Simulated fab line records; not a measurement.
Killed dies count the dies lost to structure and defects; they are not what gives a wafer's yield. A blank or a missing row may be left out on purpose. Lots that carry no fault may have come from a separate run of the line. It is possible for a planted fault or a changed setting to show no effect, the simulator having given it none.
fab line records -- flow sfq_line -- part 1 of 2: steps 1 to 24 of 34
[record] lots = 5, wafers = 15, last_day = 86
route steps=325 shown I0@48 M1@58 I1@73
lots that met no fault: taken from a fault-free run of the same line
start_h: start of the lot's first displayed wafer, in hours after the record's first day -- wait_h: hours from the lot's prior step to this one -- " as in the row above -- L1.1+2: one row covering several wafers at once -- - no value, or no start was given -- * or withheld: withheld -- < > ~ a bound
route shown NAME@n: names a module that has steps shown in the file, with the first one's number in the route -- usual: the fault-free wafers' mean and standard deviation -- same: alike in all rows -- chamber/n: place in a boat -- sites: each site's reading -- _std_site: the standard deviation of these -- _edge_site: mean of outer sites minus mean of inner sites -- radius_mm: how far each site lies from the wafer's centre -- mask NAME#n: copy n -- behind: tool/chamber where the wafer was last shaped -- hold: what put the lot on hold/how long, in hours/how the hold closed -- device: which transistor (n, p or np) failed to switch -- end of line: the route-end tests of the same wafers -- a step with no rows: only its recipe -- killed: dies lost to structure and defects at the first sort, not the wafer's yield -- map: the dies of a wafer, with x for killed, . for not killed, _ for no die there
set.NAME: the setting as run; set.NAME@STEP: as run at that earlier step -- model.NAME: the simulator's own value behind a step, which no gauge read
lots at selected steps of the route; one table per step, one row per wafer
services: a tool's chamber out of use, with start hour (start_h, from the record's first day; less than 0 if before it), hours out, and reason
[[steps]]
[step SFQ_TRILAYER_I0_VIA_LITHO_COAT_031]
[recipe] resist = KrF, spin_rpm = 3000, resist_thk_nm = 650
[usual] chill_plate_temp_C = 22.99/0.095
lot.wafer,tool,chamber,start_h,wait_h,chill_plate_temp_C
L077.1,litho_track-03,0,262.77,0.2,23.16
L077.2,litho_track-03,0,262.77,0.2,23.04
L077.4,litho_track-03,0,262.77,0.2,23.15
L083.4,litho_track-04,0,327.19,0.2,22.88
L083.5,litho_track-04,0,327.19,0.2,22.90
L083.6,litho_track-04,0,327.19,0.2,22.94
L091.2,litho_track-03,0,380.91,0.2,22.98
L091.5,litho_track-03,0,380.91,0.2,22.82
L091.6,litho_track-03,0,380.91,0.2,22.98
L092.1,litho_track-01,0,381.60,0.2,23.04
L092.5,litho_track-01,0,381.60,0.2,22.92
L092.6,litho_track-01,0,381.60,0.2,23.02
L096.1,litho_track-01,0,392.86,0.2,23.10
L096.2,litho_track-01,0,392.86,0.2,22.96
L096.4,litho_track-01,0,392.86,0.2,23.06
[step SFQ_TRILAYER_I0_VIA_LITHO_SOFTBAKE_035]
[recipe] temp_c = withheld, time_s = withheld, resist = KrF
[usual] chill_plate_temp_C = *
lot.wafer,tool,chamber,start_h,wait_h,chill_plate_temp_C
L077.1,litho_track-03,0,263.07,0.2,*
L077.2,litho_track-03,0,263.07,0.2,*
L077.4,litho_track-03,0,263.07,0.2,*
L083.4,litho_track-04,0,327.41,0.2,*
L083.5,litho_track-04,0,327.41,0.2,*
L083.6,litho_track-04,0,327.41,0.2,*
L091.2,litho_track-03,0,381.18,0.2,*
L091.5,litho_track-03,0,381.18,0.2,*
L091.6,litho_track-03,0,381.18,0.2,*
L092.1,litho_track-01,0,381.90,0.2,*
L092.5,litho_track-01,0,381.90,0.2,*
L092.6,litho_track-01,0,381.90,0.2,*
L096.1,litho_track-01,0,393.16,0.2,*
L096.2,litho_track-01,0,393.16,0.2,*
L096.4,litho_track-01,0,393.16,0.2,*
[step SFQ_TRILAYER_I0_VIA_LITHO_EXPOSE_032]
[recipe] mask_id = I0, na = 0.6, source_shape = conventional, sigma_outer = 0.65, target_cd_nm = 500, dose_mj = 21.3
lot.wafer,tool,chamber,start_h,wait_h,mask
L077.1+2+4,krf_scanner-02,0,375.00,-,I0#0
L083.4+5+6,krf_scanner-01,0,435.64,-,I0#0
L091.2+5+6,krf_scanner-01,0,497.44,-,I0#0
L092.1+5+6,krf_scanner-01,0,498.44,-,I0#0
L096.1+2+4,krf_scanner-01,0,512.84,-,I0#0
[step SFQ_TRILAYER_I0_VIA_LITHO_PEB_034]
[recipe] peb_temp_c = 115, peb_time_s = 60, resist = KrF
[usual] chill_plate_temp_C = 22.99/0.11
lot.wafer,tool,chamber,start_h,wait_h,chill_plate_temp_C
L077.1,litho_track-04,0,376.20,1.0,23.13
L077.2,litho_track-04,0,376.20,1.0,23.09
L077.4,litho_track-04,0,376.20,1.0,23.01
L083.4,litho_track-03,0,436.31,0.5,23.04
L083.5,litho_track-03,0,436.31,0.5,23.05
L083.6,litho_track-03,0,436.31,0.5,23.06
L091.2,litho_track-03,0,498.46,0.8,22.90
L091.5,litho_track-03,0,498.46,0.8,23.02
L091.6,litho_track-03,0,498.46,0.8,22.92
L092.1,litho_track-01,0,499.64,1.0,23.00
L092.5,litho_track-01,0,499.64,1.0,23.17
L092.6,litho_track-01,0,499.64,1.0,23.22
L096.1,litho_track-03,0,514.04,1.0,22.99
L096.2,litho_track-03,0,514.04,1.0,22.93
L096.4,litho_track-03,0,514.04,1.0,22.99
[step SFQ_TRILAYER_I0_VIA_LITHO_DEVELOP_033]
[recipe] time_s = 60, resist = KrF
[usual] chill_plate_temp_C = 22.99/0.096
lot.wafer,tool,chamber,start_h,wait_h,chill_plate_temp_C
L077.1,litho_track-04,0,376.35,0.1,22.92
L077.2,litho_track-04,0,376.35,0.1,22.99
L077.4,litho_track-04,0,376.35,0.1,23.04
L083.4,litho_track-03,0,436.46,0.1,23.00
L083.5,litho_track-03,0,436.46,0.1,22.89
L083.6,litho_track-03,0,436.46,0.1,23.05
L091.2,litho_track-03,0,498.61,0.1,22.94
L091.5,litho_track-03,0,498.61,0.1,22.91
L091.6,litho_track-03,0,498.61,0.1,23.04
L092.1,litho_track-01,0,499.79,0.1,22.97
L092.5,litho_track-01,0,499.79,0.1,22.95
L092.6,litho_track-01,0,499.79,0.1,22.81
L096.1,litho_track-03,0,514.19,0.1,22.79
L096.2,litho_track-03,0,514.19,0.1,22.88
L096.4,litho_track-03,0,514.19,0.1,23.10
[step SFQ_I0_OVL_MEAS_908]
[usual] I0_OVL = -1/4.6
lot.wafer,tool,chamber,start_h,wait_h,I0_OVL[nm]
L077.1,overlay-02,-,376.50,0.1,0
L077.2,overlay-02,-,376.50,0.1,6
L077.4,overlay-02,-,376.50,0.1,-1
L083.4,overlay-01,-,436.56,0.1,-7
L083.5,overlay-01,-,436.56,0.1,-8
L083.6,overlay-01,-,436.56,0.1,-10
L091.2,overlay-01,-,498.74,0.1,7
L091.5,overlay-01,-,498.74,0.1,9
L091.6,overlay-01,-,498.74,0.1,10
L092.1,overlay-01,-,499.94,0.1,1
L092.5,overlay-01,-,499.94,0.1,5
L092.6,overlay-01,-,499.94,0.1,3
L096.1,overlay-01,-,514.34,0.1,-8
L096.2,overlay-01,-,514.34,0.1,-7
L096.4,overlay-01,-,514.34,0.1,-8
[step SFQ_TRILAYER_I0_VIA_BARC_OPEN_VIA_ETCH_046]
[recipe] mask_material = PR, chemistry = O2, target_depth_nm = 125, target = BARC, source_w = 500, bias_w = 80, pressure_mtorr = 30, time_s = 41.7
[usual] bias_w = 79.96/0.23, drypump_motor_current_A = 6.0/0.38, oes_product_au = 0.685/0.0045
lot.wafer,tool,chamber,start_h,wait_h,bias_w,drypump_motor_current_A,oes_product_au,rf_hours_counter_h
L077.1,rie_diel-04,2,376.54,0.0,79.66,5.9,0.678,93
L077.2,rie_diel-04,0,376.54,0.0,80.12,6.2,0.683,27
L077.4,rie_diel-04,3,376.54,0.0,79.96,5.9,0.685,94
L083.4,rie_diel-04,3,436.57,0.0,80.05,5.9,0.687,95
L083.5,rie_diel-04,3,436.57,0.0,80.24,5.9,0.698,-
L083.6,rie_diel-04,0,436.57,0.0,80.28,6.2,0.683,-
L091.2,rie_diel-04,1,498.77,0.0,79.76,5.4,0.684,73
L091.5,rie_diel-04,2,498.77,0.0,80.19,5.9,0.683,-
L091.6,rie_diel-04,3,498.77,0.0,80.38,5.9,0.679,-
L092.1,rie_diel-01,1,499.97,0.0,80.22,6.3,0.687,3
L092.5,rie_diel-01,0,499.97,0.0,80.08,6.8,0.687,-
L092.6,rie_diel-01,1,499.97,0.0,79.99,6.3,0.681,-
L096.1,rie_diel-01,0,514.37,0.0,79.89,6.7,0.679,50
L096.2,rie_diel-01,2,514.37,0.0,79.95,5.5,0.686,38
L096.4,rie_diel-01,3,514.37,0.0,80.20,5.8,0.686,0
[step SFQ_TRILAYER_I0_VIA_ETCH_VIA_ETCH_034]
[recipe] target = SiO2, stop_on = Nb, mask_material = PR, taper_deg = 20, chemistry = CHF3, target_depth_nm = 260, source_w = 500, bias_w = 80, pressure_mtorr = 30, time_s = withheld
[usual] bias_w = 80.00/0.24, drypump_motor_current_A = 6.0/0.39, oes_product_au = 0.864/0.0051
lot.wafer,tool,chamber,start_h,wait_h,bias_w,drypump_motor_current_A,oes_product_au
L077.1,rie_diel-04,2,376.58,0.0,79.86,5.9,0.861
L077.2,rie_diel-04,0,376.58,0.0,80.15,6.2,0.855
L077.4,rie_diel-04,3,376.58,0.0,79.66,5.9,0.860
L083.4,rie_diel-04,3,436.61,0.0,80.21,5.9,0.868
L083.5,rie_diel-04,3,436.61,0.0,79.66,5.9,0.862
L083.6,rie_diel-04,0,436.61,0.0,80.13,6.2,0.869
L091.2,rie_diel-04,1,498.81,0.0,80.35,5.5,0.869
L091.5,rie_diel-04,2,498.81,0.0,79.57,5.9,0.851
L091.6,rie_diel-04,3,498.81,0.0,80.31,5.9,0.865
L092.1,rie_diel-01,1,500.01,0.0,79.76,6.3,0.864
L092.5,rie_diel-01,0,500.01,0.0,80.56,6.8,0.861
L092.6,rie_diel-01,1,500.01,0.0,79.98,6.4,0.862
L096.1,rie_diel-01,0,514.41,0.0,80.16,6.7,0.869
L096.2,rie_diel-01,2,514.41,0.0,79.86,5.5,0.863
L096.4,rie_diel-01,3,514.41,0.0,80.02,5.8,0.869
[step SFQ_TRILAYER_I0_VIA_STRIP_STRIP_035]
[recipe] gas = O2, power_w = 200, platen_temp_c = 40, overash_fraction = 0.65, chemistry = O2, pressure_mtorr = 50
[usual] drypump_motor_current_A = 5.7/0.63, oes_product_au = 1.000/0.0066
lot.wafer,tool,chamber,start_h,wait_h,drypump_motor_current_A,oes_product_au,rf_hours_counter_h
L077.1,rie_metal-04,0,376.69,-,4.8,1.006,50
L077.2,rie_metal-04,1,376.69,-,5.8,1.002,44
L077.4,rie_metal-04,0,376.69,-,4.8,1.009,-
L083.4,rie_metal-03,0,437.33,-,6.7,0.994,-
L083.5,rie_metal-03,0,437.33,-,6.7,0.992,-
L083.6,rie_metal-03,0,437.33,-,6.6,0.994,-
L091.2,rie_metal-01,0,498.93,-,5.3,0.996,104
L091.5,rie_metal-01,0,498.93,-,5.3,1.011,-
L091.6,rie_metal-01,1,498.93,-,6.2,0.997,-
L092.1,rie_metal-04,1,500.13,-,5.8,1.001,64
L092.5,rie_metal-04,0,500.13,-,4.8,0.998,-
L092.6,rie_metal-04,1,500.13,-,5.7,1.004,-
L096.1,rie_metal-04,1,514.53,-,5.7,1.002,65
L096.2,rie_metal-04,0,514.53,-,4.8,1.003,71
L096.4,rie_metal-04,1,514.53,-,5.8,1.013,-
[step SFQ_TRILAYER_I0_VIA_STRIP_SOLV_CLEAN_036]
[recipe] chemistry = NMP, temp_c = 70, time_s = 600
lot.wafer,tool,chamber,start_h,wait_h
L077.1+2+4,wet_bench-04,"0,7,1",377.29,0.4
L083.4+5+6,wet_bench-01,"4,2,0",437.93,0.4
L091.2+5+6,wet_bench-03,"5,3,0",499.53,0.4
L092.1+5+6,wet_bench-01,"3,2,5",500.73,0.4
L096.1+2+4,wet_bench-01,"6,2,0",515.13,0.4
[step SFQ_TRILAYER_M1_DEP_PRE_CLEAN_038]
[recipe] gas = Ar, time_s = 22.5, bias_v = 250
lot.wafer,tool,chamber,start_h,wait_h
L077.1+2+4,pvd_sputter-04,-,377.46,0.0
L083.4+5+6,pvd_sputter-03,-,438.29,0.0
L091.2+5+6,pvd_sputter-04,-,499.70,0.0
L092.1+5+6,pvd_sputter-03,-,500.90,0.0
L096.1+2+4,pvd_sputter-03,-,515.32,0.0
[step SFQ_TRILAYER_M1_DEP_SPUTTER_037]
[recipe] material = Nb, base_pressure_pa = 1.33e-06, chamber_pressure_pa = 0.1333, substrate_temp_c = 20, resputter_cathode_voltage_v = 400, target_thk_nm = 200, power_w = 2000, time_s = 133.3
[usual] base_pressure_pa = 1.33e-06/7.6e-08, chamber_pressure_pa = 0.13327/0.00028, substrate_temp_c = 20.01/0.11, throttle_valve_pct = 29.6/1.1
lot.wafer,tool,chamber,start_h,wait_h,base_pressure_pa,chamber_pressure_pa,substrate_temp_c,throttle_valve_pct
L077.1,pvd_sputter-04,-,377.49,0.0,1.37e-06,0.13333,20.04,30.5
L077.2,pvd_sputter-04,-,377.49,0.0,1.45e-06,0.13335,20.20,30.8
L077.4,pvd_sputter-04,-,377.49,0.0,1.35e-06,0.13346,20.00,28.9
L083.4,pvd_sputter-03,-,438.35,0.0,1.31e-06,0.13308,19.93,30.2
L083.5,pvd_sputter-03,-,438.35,0.0,1.27e-06,0.13332,19.80,31.4
L083.6,pvd_sputter-03,-,438.35,0.0,1.44e-06,0.13366,19.91,30.0
L091.2,pvd_sputter-04,-,499.73,0.0,1.37e-06,0.13283,19.97,29.0
L091.5,pvd_sputter-04,-,499.73,0.0,1.29e-06,0.13269,20.03,29.1
L091.6,pvd_sputter-04,-,499.73,0.0,1.22e-06,0.13327,19.91,30.6
L092.1,pvd_sputter-03,-,500.93,0.0,1.32e-06,0.13344,19.96,29.8
L092.5,pvd_sputter-03,-,500.93,0.0,1.24e-06,0.13298,20.13,29.9
L092.6,pvd_sputter-03,-,500.93,0.0,1.25e-06,0.13322,20.11,31.2
L096.1,pvd_sputter-03,-,515.35,0.0,1.36e-06,0.13301,20.09,27.7
L096.2,pvd_sputter-03,-,515.35,0.0,1.42e-06,0.13314,20.13,31.6
L096.4,pvd_sputter-03,-,515.35,0.0,1.31e-06,0.13276,19.80,30.4
[step SFQ_M1_RS_MEAS_909]
[recipe] thk_meas_gauge = four-point-probe, reads = Nb_of_TRILAYER_M1_DEP_SPUTTER_037
[usual] M1_NB_RS = 0.890/0.0082
lot.wafer,tool,chamber,start_h,wait_h,M1_NB_RS[ohm/sq]
L077.1,film_metro-01,-,377.58,0.0,0.889
L077.2,film_metro-01,-,377.58,0.0,0.886
L077.4,film_metro-01,-,377.58,0.0,0.888
L083.4,film_metro-02,-,438.46,0.1,0.888
L083.5,film_metro-02,-,438.46,0.1,0.899
L083.6,film_metro-02,-,438.46,0.1,0.888
L091.2,film_metro-01,-,499.84,0.1,0.873
L091.5,film_metro-01,-,499.84,0.1,0.874
L091.6,film_metro-01,-,499.84,0.1,0.878
L092.1,film_metro-02,-,501.02,0.0,0.897
L092.5,film_metro-02,-,501.02,0.0,0.898
L092.6,film_metro-02,-,501.02,0.0,0.899
L096.1,film_metro-03,-,515.44,0.0,0.887
L096.2,film_metro-03,-,515.44,0.0,0.887
L096.4,film_metro-03,-,515.44,0.0,0.892
[step SFQ_TRILAYER_M1_LITHO_COAT_044]
[recipe] resist = BARC, spin_rpm = 3000, resist_thk_nm = 62
[usual] chill_plate_temp_C = 23.03/0.11
lot.wafer,tool,chamber,start_h,wait_h,chill_plate_temp_C
L077.1,litho_track-04,0,377.76,0.1,23.02
L077.2,litho_track-04,0,377.76,0.1,23.06
L077.4,litho_track-04,0,377.76,0.1,22.85
L083.4,litho_track-01,0,438.73,0.2,23.02
L083.5,litho_track-01,0,438.73,0.2,22.88
L083.6,litho_track-01,0,438.73,0.2,22.99
L091.2,litho_track-04,0,500.05,0.1,22.87
L091.5,litho_track-04,0,500.05,0.1,22.97
L091.6,litho_track-04,0,500.05,0.1,23.09
L092.1,litho_track-04,0,501.20,0.1,23.07
L092.5,litho_track-04,0,501.20,0.1,22.94
L092.6,litho_track-04,0,501.20,0.1,23.02
L096.1,litho_track-02,0,515.62,0.1,23.01
L096.2,litho_track-02,0,515.62,0.1,23.20
L096.4,litho_track-02,0,515.62,0.1,23.07
[step SFQ_TRILAYER_M1_LITHO_COAT_039]
[recipe] resist = KrF, spin_rpm = 3000, resist_thk_nm = 600
[usual] chill_plate_temp_C = 22.97/0.12
lot.wafer,tool,chamber,start_h,wait_h,chill_plate_temp_C
L077.1,litho_track-04,0,378.06,0.2,22.88
L077.2,litho_track-04,0,378.06,0.2,23.01
L077.4,litho_track-04,0,378.06,0.2,22.84
L083.4,litho_track-01,0,439.03,0.2,22.93
L083.5,litho_track-01,0,439.03,0.2,22.95
L083.6,litho_track-01,0,439.03,0.2,23.16
L091.2,litho_track-04,0,500.35,0.2,22.91
L091.5,litho_track-04,0,500.35,0.2,22.98
L091.6,litho_track-04,0,500.35,0.2,22.88
L092.1,litho_track-04,0,501.50,0.2,23.24
L092.5,litho_track-04,0,501.50,0.2,23.19
L092.6,litho_track-04,0,501.50,0.2,23.06
L096.1,litho_track-02,0,515.92,0.2,22.93
L096.2,litho_track-02,0,515.92,0.2,22.90
L096.4,litho_track-02,0,515.92,0.2,22.97
[step SFQ_TRILAYER_M1_LITHO_SOFTBAKE_043]
[recipe] temp_c = withheld, time_s = withheld, resist = KrF
[usual] chill_plate_temp_C = *
lot.wafer,tool,chamber,start_h,wait_h,chill_plate_temp_C
L077.1,litho_track-04,0,378.36,0.2,*
L077.2,litho_track-04,0,378.36,0.2,*
L077.4,litho_track-04,0,378.36,0.2,*
L083.4,litho_track-01,0,439.25,0.2,*
L083.5,litho_track-01,0,439.25,0.2,*
L083.6,litho_track-01,0,439.25,0.2,*
L091.2,litho_track-04,0,500.63,0.2,*
L091.5,litho_track-04,0,500.63,0.2,*
L091.6,litho_track-04,0,500.63,0.2,*
L092.1,litho_track-04,0,501.80,0.2,*
L092.5,litho_track-04,0,501.80,0.2,*
L092.6,litho_track-04,0,501.80,0.2,*
L096.1,litho_track-02,0,516.22,0.2,*
L096.2,litho_track-02,0,516.22,0.2,*
L096.4,litho_track-02,0,516.22,0.2,*
[step SFQ_TRILAYER_M1_LITHO_EXPOSE_040]
[recipe] mask_id = M1, na = 0.6, source_shape = conventional, sigma_outer = 0.65, target_cd_nm = 500, dose_mj = 14.4
lot.wafer,tool,chamber,start_h,wait_h,mask
L077.1+2+4,krf_scanner-01,0,378.64,-,M1#0
L083.4+5+6,krf_scanner-02,0,593.96,-,M1#0
L091.2+5+6,krf_scanner-01,0,662.41,-,M1#0
L092.1+5+6,krf_scanner-01,0,663.41,-,M1#0
L096.1+2+4,krf_scanner-01,0,676.61,-,M1#0
[step SFQ_TRILAYER_M1_LITHO_PEB_042]
[recipe] peb_temp_c = 115, peb_time_s = 60, resist = KrF
[usual] chill_plate_temp_C = 23.03/0.12
lot.wafer,tool,chamber,start_h,wait_h,chill_plate_temp_C
L077.1,litho_track-02,0,379.84,1.0,22.97
L077.2,litho_track-02,0,379.84,1.0,22.82
L077.4,litho_track-02,0,379.84,1.0,22.99
L083.4,litho_track-01,0,594.64,0.5,23.12
L083.5,litho_track-01,0,594.64,0.5,22.98
L083.6,litho_track-01,0,594.64,0.5,22.99
L091.2,litho_track-02,0,663.43,0.8,23.00
L091.5,litho_track-02,0,663.43,0.8,23.02
L091.6,litho_track-02,0,663.43,0.8,23.08
L092.1,litho_track-04,0,664.61,1.0,23.19
L092.5,litho_track-04,0,664.61,1.0,23.26
L092.6,litho_track-04,0,664.61,1.0,23.09
L096.1,litho_track-01,0,677.81,1.0,22.92
L096.2,litho_track-01,0,677.81,1.0,23.07
L096.4,litho_track-01,0,677.81,1.0,23.15
[step SFQ_TRILAYER_M1_LITHO_DEVELOP_041]
[recipe] time_s = 60, resist = KrF
[usual] chill_plate_temp_C = 23.01/0.1
lot.wafer,tool,chamber,start_h,wait_h,chill_plate_temp_C
L077.1,litho_track-02,0,379.99,0.1,23.02
L077.2,litho_track-02,0,379.99,0.1,23.02
L077.4,litho_track-02,0,379.99,0.1,23.01
L083.4,litho_track-01,0,594.79,0.1,23.01
L083.5,litho_track-01,0,594.79,0.1,23.05
L083.6,litho_track-01,0,594.79,0.1,23.06
L091.2,litho_track-02,0,663.58,0.1,23.11
L091.5,litho_track-02,0,663.58,0.1,22.88
L091.6,litho_track-02,0,663.58,0.1,23.11
L092.1,litho_track-04,0,664.76,0.1,22.93
L092.5,litho_track-04,0,664.76,0.1,22.96
L092.6,litho_track-04,0,664.76,0.1,22.97
L096.1,litho_track-01,0,677.96,0.1,23.02
L096.2,litho_track-01,0,677.96,0.1,22.95
L096.4,litho_track-01,0,677.96,0.1,23.11
[step SFQ_M1_OVL_MEAS_911]
[usual] M1_OVL = -2/7.1
lot.wafer,tool,chamber,start_h,wait_h,M1_OVL[nm]
L077.1,overlay-01,-,380.14,0.1,-9
L077.2,overlay-01,-,380.14,0.1,-12
L077.4,overlay-01,-,380.14,0.1,-12
L083.4,overlay-01,-,594.88,0.1,-4
L083.5,overlay-01,-,594.88,0.1,0
L083.6,overlay-01,-,594.88,0.1,-2
L091.2,overlay-01,-,663.72,0.1,7
L091.5,overlay-01,-,663.72,0.1,9
L091.6,overlay-01,-,663.72,0.1,-1
L092.1,overlay-02,-,664.91,0.1,-11
L092.5,overlay-02,-,664.91,0.1,-11
L092.6,overlay-02,-,664.91,0.1,-4
L096.1,overlay-01,-,678.11,0.1,9
L096.2,overlay-01,-,678.11,0.1,22
L096.4,overlay-01,-,678.11,0.1,15
[step SFQ_TRILAYER_M1_BARC_OPEN_METAL_ETCH_054]
[recipe] mask_material = PR, chemistry = O2, target_depth_nm = 125, target = BARC, icp_w = 600, bias_w = 80, pressure_mtorr = 10, time_s = 41.7
[usual] bias_w = 80.05/0.24, drypump_motor_current_A = 5.5/0.51, oes_product_au = 0.686/0.0049
lot.wafer,tool,chamber,start_h,wait_h,bias_w,drypump_motor_current_A,oes_product_au,rf_hours_counter_h
L077.1,rie_metal-04,1,380.17,0.0,80.29,5.7,0.688,45
L077.2,rie_metal-04,0,380.17,0.0,80.12,4.8,0.689,50
L077.4,rie_metal-04,0,380.17,0.0,80.16,4.8,0.680,-
L083.4,rie_metal-04,0,594.92,0.0,80.43,4.8,0.691,-
L083.5,rie_metal-04,0,594.92,0.0,80.42,4.8,0.688,-
L083.6,rie_metal-04,1,594.92,0.0,80.34,5.8,0.685,-
L091.2,rie_metal-04,1,663.75,0.0,80.07,5.8,0.682,85
L091.5,rie_metal-04,0,663.75,0.0,79.42,4.8,0.680,-
L091.6,rie_metal-04,1,663.75,0.0,80.29,5.8,0.682,-
L092.1,rie_metal-01,1,664.95,0.0,80.08,6.2,0.682,73
L092.5,rie_metal-01,0,664.95,0.0,80.15,5.3,0.689,-
L092.6,rie_metal-01,1,664.95,0.0,79.73,6.2,0.687,-
L096.1,rie_metal-04,1,678.15,0.0,80.08,5.8,0.684,86
L096.2,rie_metal-04,0,678.15,0.0,80.07,4.8,0.682,95
L096.4,rie_metal-04,0,678.15,0.0,79.99,4.8,0.689,-
[step SFQ_TRILAYER_M1_ETCH_METAL_ETCH_042]
[recipe] target = Nb, stop_on = SiO2, mask_material = PR, chemistry = Cl2/Ar, target_depth_nm = 240, icp_w = 600, bias_w = 80, pressure_mtorr = 10, time_s = 120
[usual] bias_w = 79.97/0.2, drypump_motor_current_A = 5.5/0.51, oes_product_au = 0.894/0.0069
lot.wafer,tool,chamber,start_h,wait_h,bias_w,drypump_motor_current_A,oes_product_au,rf_hours_counter_h
L077.1,rie_metal-04,1,380.23,0.0,80.11,5.8,0.896,45
L077.2,rie_metal-04,0,380.23,0.0,79.97,4.8,0.899,50
L077.4,rie_metal-04,0,380.23,0.0,80.21,4.8,0.896,-
L083.4,rie_metal-04,0,595.00,0.1,80.11,4.8,0.899,-
L083.5,rie_metal-04,0,595.00,0.1,80.22,4.8,0.879,-
L083.6,rie_metal-04,1,595.00,0.1,80.07,5.8,0.902,-
L091.2,rie_metal-04,1,663.81,0.0,79.88,5.8,0.911,85
L091.5,rie_metal-04,0,663.81,0.0,80.40,4.8,0.906,-
L091.6,rie_metal-04,1,663.81,0.0,80.02,5.8,0.902,-
L092.1,rie_metal-01,1,665.01,0.0,80.05,6.2,0.891,73
L092.5,rie_metal-01,0,665.01,0.0,80.22,5.3,0.891,-
L092.6,rie_metal-01,1,665.01,0.0,79.97,6.2,0.885,-
L096.1,rie_metal-04,1,678.21,0.0,79.87,5.8,0.899,86
L096.2,rie_metal-04,0,678.21,0.0,80.02,4.8,0.893,95
L096.4,rie_metal-04,0,678.21,0.0,80.00,4.8,0.889,-
[step SFQ_TRILAYER_M1_STRIP_STRIP_043]
[recipe] gas = O2, power_w = 200, platen_temp_c = 40, overash_fraction = 0.65, chemistry = O2, pressure_mtorr = 48.65
[usual] drypump_motor_current_A = 5.5/0.51, oes_product_au = 1.002/0.0066
lot.wafer,tool,chamber,start_h,wait_h,drypump_motor_current_A,oes_product_au,rf_hours_counter_h
L077.1,rie_metal-04,1,380.36,0.1,5.8,1.005,45
L077.2,rie_metal-04,0,380.36,0.1,4.8,1.000,51
L077.4,rie_metal-04,0,380.36,0.1,4.8,0.991,-
L083.4,rie_metal-04,0,595.28,0.2,4.8,1.003,-
L083.5,rie_metal-04,0,595.28,0.2,4.8,1.008,-
L083.6,rie_metal-04,1,595.28,0.2,5.7,0.999,-
L091.2,rie_metal-04,1,663.93,0.1,5.8,1.017,85
L091.5,rie_metal-04,0,663.93,0.1,4.8,1.005,-
L091.6,rie_metal-04,1,663.93,0.1,5.8,1.010,-
L092.1,rie_metal-01,1,665.13,0.1,6.2,1.013,74
L092.5,rie_metal-01,0,665.13,0.1,5.3,1.007,-
L092.6,rie_metal-01,1,665.13,0.1,6.2,1.005,-
L096.1,rie_metal-04,1,678.33,0.1,5.8,1.005,86
L096.2,rie_metal-04,0,678.33,0.1,4.8,1.010,95
L096.4,rie_metal-04,0,678.33,0.1,4.8,1.011,-
[step SFQ_TRILAYER_M1_STRIP_SOLV_CLEAN_044]
[recipe] chemistry = NMP, temp_c = 70, time_s = 600
lot.wafer,tool,chamber,start_h,wait_h
L077.1+2+4,wet_bench-04,"1,0,6",380.96,0.4
L083.4+5+6,wet_bench-03,"1,6,7",595.68,0.2
L091.2+5+6,wet_bench-04,"6,2,1",664.53,0.4
L092.1+5+6,wet_bench-03,"0,4,2",665.73,0.4
L096.1+2+4,wet_bench-04,"3,6,2",678.93,0.4
